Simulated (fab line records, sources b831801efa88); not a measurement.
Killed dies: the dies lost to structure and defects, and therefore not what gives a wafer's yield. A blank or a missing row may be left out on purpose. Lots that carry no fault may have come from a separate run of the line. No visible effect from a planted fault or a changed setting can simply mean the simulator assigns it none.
Comparing a struck lot with a sound one -- flow sky130 -- 32 steps out of a route of 708
Sound: these wafers, L946.2, L946.3, L946.5. Wafers struck: L951.1, L951.2, L951.5. At the end, the cause is stated.
Each step with rows lists, per side, the tool, then ch with its chambers, then its first start. Under that, the readings that differ: sound wafers -- struck wafers -- difference of the means -- sigmas: that difference in standard deviations of wafers without a fault.
alike: same words and numbers on both sides, and readings whose means sit less than 2 such deviations apart. not compared: any withheld reading, any reading some wafer has no value for, any bound like >300 that may hide the same value, and any number with overlapping values for which the record gives no deviation.
A row with sigmas, a row that says differs or no value, or rows on one side alone: a step with any of these is where the two part. When numbers do not overlap yet have no deviation, they are printed without sigmas and do not part them. A reading missing from all wafers of one side parts the sides only when that side holds two or more wafers.

SKY_FIELD_ISO_BOW_MEAS_00:
  sound on film-metro-02 at day 2 06:01; struck on film-metro-04 at day 3 07:00
  alike: INCOMING_BOW
SKY_FIELD_ISO_OXIDATION_01: stabilise 600 s, purge 300 s, target thk 12 nm.
  sound on furnace-01 ch 0, day 2 07:56; struck on furnace-02 ch 0, day 3 08:40
  alike: zone-power-bottom-pct
SKY_FIELD_ISO_THK_MEAS_02:
  sound on film-metro-02 at day 2 09:28; struck on film-metro-03 at day 3 10:10
  alike: FIELD_ISO_OXIDATION_00_THK
then, 1 step without rows for these wafers: SKY_FIELD_ISO_CVD_03 (deposits Si3N4 from DCS/NH3, target thk 165 nm, time 2830 s).
SKY_FIELD_ISO_THK_MEAS_04:
  sound on film-metro-02 at day 2 11:19; struck on film-metro-04 at day 3 12:08
  alike: FIELD_ISO_CVD_03_THK
then, 8 steps without rows for these wafers: SKY_FIELD_ISO_DEHYDRATE_05 (time 60 s); SKY_FIELD_ISO_HMDS_06 (prime time 60 s); SKY_FIELD_ISO_COAT_07 (resist thk 60 nm); SKY_FIELD_ISO_COAT_08 (resist thk 450 nm); SKY_FIELD_ISO_SOFTBAKE_09 (time 90 s); SKY_FIELD_ISO_EXPOSE_10 (exposes mask FOM, target cd 150 nm); SKY_FIELD_ISO_PEB_11; SKY_FIELD_ISO_DEVELOP_12 (develop time 60 s).
SKY_FIELD_ISO_CD_MEAS_13: target cd 150 nm.
  sound on cd-sem-02 at day 3 02:35; struck on cd-sem-01 at day 4 03:56
  alike: cd-nm
SKY_FIELD_ISO_ETCH_14: etches BARC in N2/H2, stops on SiO2, time 45.9 s, target depth 60 nm.
  sound on rie-diel-01 ch 0,1,3, day 3 02:41; struck on rie-diel-03 ch 0,1,3, day 4 04:03
  alike: bias-w, drypump-motor-current-A, oes-product-au, throttle-valve-pct
  not compared: rf-hours-counter-h
SKY_FIELD_ISO_ETCH_15: etches the open film in CHF3/O2, stops on Si, target depth 180 nm, time 72 s.
  sound on rie-diel-01 ch 0,1,3, day 3 02:43; struck on rie-diel-03 ch 0,1,3, day 4 04:05
  alike: O2_flow_sccm, bias-w, drypump-motor-current-A, oes-product-au, throttle-valve-pct
  not compared: rf-hours-counter-h
SKY_FIELD_ISO_STRIP_16: strips in O2/N2.
  sound on plasma-asher-03 ch 0,1, day 3 02:47; struck on plasma-asher-03 ch 0,1, day 4 04:09
  alike: drypump-motor-current-A, oes-product-au, strip-time-to-endpoint-s
  not compared: rf-hours-counter-h
SKY_FIELD_ISO_ETCH_17: etches Si in HBr/Cl2/O2, target depth 342 nm, time 97.7 s.
  sound on rie-si-02 ch 0,2, day 3 02:53; struck on rie-si-01 ch 0,1,2, day 4 04:15
  alike: O2_flow_sccm, bias-w, drypump-motor-current-A, oes-product-au, throttle-valve-pct
  not compared: rf-hours-counter-h
then, 5 steps without rows for these wafers: SKY_FIELD_ISO_WET_ETCH_18 (etches Si3N4 in H3PO4, target depth 25 nm, time 286 s); SKY_FIELD_ISO_CLEAN_19 (cleans in SC1/SC2, time 150 s); SKY_FIELD_ISO_CLEAN_20 (cleans in dHF, time 19.37 s); SKY_FIELD_ISO_WET_ETCH_21 (etches SiO2 in dHF, target depth 20 nm, time 400 s); SKY_FIELD_ISO_OXIDATION_22 (stabilise 600 s, purge 300 s, target thk 10 nm).
SKY_FIELD_ISO_THK_MEAS_23:
  sound on film-metro-04 at day 3 06:01; struck on film-metro-04 at day 4 08:08
  alike: FIELD_ISO_OXIDATION_01_THK
then, 1 step without rows for these wafers: SKY_FIELD_ISO_CVD_24 (deposits SiO2, target thk 595 nm, time 99.2 s).
SKY_FIELD_ISO_THK_MEAS_25:
  sound on film-metro-02 at day 3 06:08; struck on film-metro-02 at day 4 08:16
reading,sound,struck,difference,sigmas
FIELD_ISO_CVD_24_THK (nm),606 614 604,591 588 594,-17,-3
then, 1 step without rows for these wafers: SKY_FIELD_ISO_ANNEAL_26 (time 1800 s).
SKY_FIELD_ISO_CMP_27: polishes, stops on Si3N4, t overpolish 16 s, target thk 457.8 nm.
  sound on cmp-01 ch 0,1,2, day 3 08:25; struck on cmp-02 ch 1,2, day 4 11:03
  alike: motor-current-A, overpolish-run-s, platen-rpm, slurry-filter-dp-kPa, time-to-endpoint-s
then, 3 steps without rows for these wafers: SKY_FIELD_ISO_WET_ETCH_28 (etches SiO2 in dHF, target depth 23.7 nm, time 47 s); SKY_FIELD_ISO_WET_ETCH_29 (etches Si3N4 in H3PO4, target depth 160 nm, time 1825 s); SKY_FIELD_ISO_WET_ETCH_30 (etches SiO2 in dHF, target depth 25 nm, time 50 s).
-- the record jumps here: 44 days lie between the struck wafers' starts before and after (it left off in module FIELD_ISO and takes up again in module PAD_OPEN, whose first step shown is number 708 of the route) --
SKY_PAD_OPEN_PROBE_99:
  sound on prober-01 at day 46 23:32; struck on prober-02 at day 48 08:02
reading,sound,struck,difference,sigmas
killed-at-front-end,14 18 11,154 140 137,+129,+32
killed-dies,84 78 67,218 210 195,+131,+15
killed-on-rim,18 15 14,44 39 42,+26,+7
  alike: killed_at_M0_to_M3, killed_at_M4_up, killed-at-contacts, killed-at-other, killed-open, killed-short

## WHERE THEY PART
First at SKY_FIELD_ISO_THK_MEAS_25; last, within this record, at SKY_PAD_OPEN_PROBE_99.

WHY: the cause the simulator had injected
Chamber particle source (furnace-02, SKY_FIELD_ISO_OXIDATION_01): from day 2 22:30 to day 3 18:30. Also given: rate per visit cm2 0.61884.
